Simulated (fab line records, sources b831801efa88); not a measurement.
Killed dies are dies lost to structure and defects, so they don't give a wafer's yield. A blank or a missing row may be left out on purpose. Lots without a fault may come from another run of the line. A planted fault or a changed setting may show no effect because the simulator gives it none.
Which tool did it? | flow gf180mcu | 6 lots, 18 wafers sampled, at 2 steps of a route of 602

WHAT THE GAUGES READ, wafer by wafer
GF_CONTACT_THK_MEAS_26: measures by xrf.
lot  | measured     | on            | CONTACT_W_THK (nm)
L328 | day 16 11:59 | film_metro-02 | 299 294 293
L330 | day 17 02:33 | film_metro-04 | 294 297 304
L332 | day 18 02:35 | film_metro-02 | 297 298 300
L341 | day 21 22:36 | film_metro-03 | 302 299 301
L346 | day 23 03:31 | film_metro-03 | 297 289 296
L349 | day 24 06:37 | film_metro-04 | 297 300 296

WHICH TOOL RAN EACH LOT (tool, then ch and the chambers of the sampled wafers, then the start)
lot  | GF_CONTACT_SPUTTER_23
L328 | pvd_sputter-03, day 16 11:43
L330 | pvd_sputter-01, day 17 02:17
L332 | pvd_sputter-02, day 18 02:20
L341 | pvd_sputter-03, day 21 22:20
L346 | pvd_sputter-01, day 23 03:15
L349 | pvd_sputter-01, day 24 06:20
- GF_CONTACT_SPUTTER_23: material TiN, target thk 10 nm, time 40 s.

THE ANSWER, worked out from the rows above alone
Rule: what is usual is taken from the lots themselves. Put in order of their means at a reading, lots are off if they are a third of the lots or fewer, leave a main group of 4 or more, and stand apart from it by a gap of 3 or more times the standard deviation of the main group's means; of several such gaps the widest counts. A main group whose means are all the same, to the digits that the tables above print for the reading, isn't used. A lot without any number at a reading at which 4 lots or more have one is off too. The other lots that the step has rows for count as sound.
No lot is off at any reading shown: from this, nothing can be told.

WHAT THE SIMULATOR HAD PUT IN
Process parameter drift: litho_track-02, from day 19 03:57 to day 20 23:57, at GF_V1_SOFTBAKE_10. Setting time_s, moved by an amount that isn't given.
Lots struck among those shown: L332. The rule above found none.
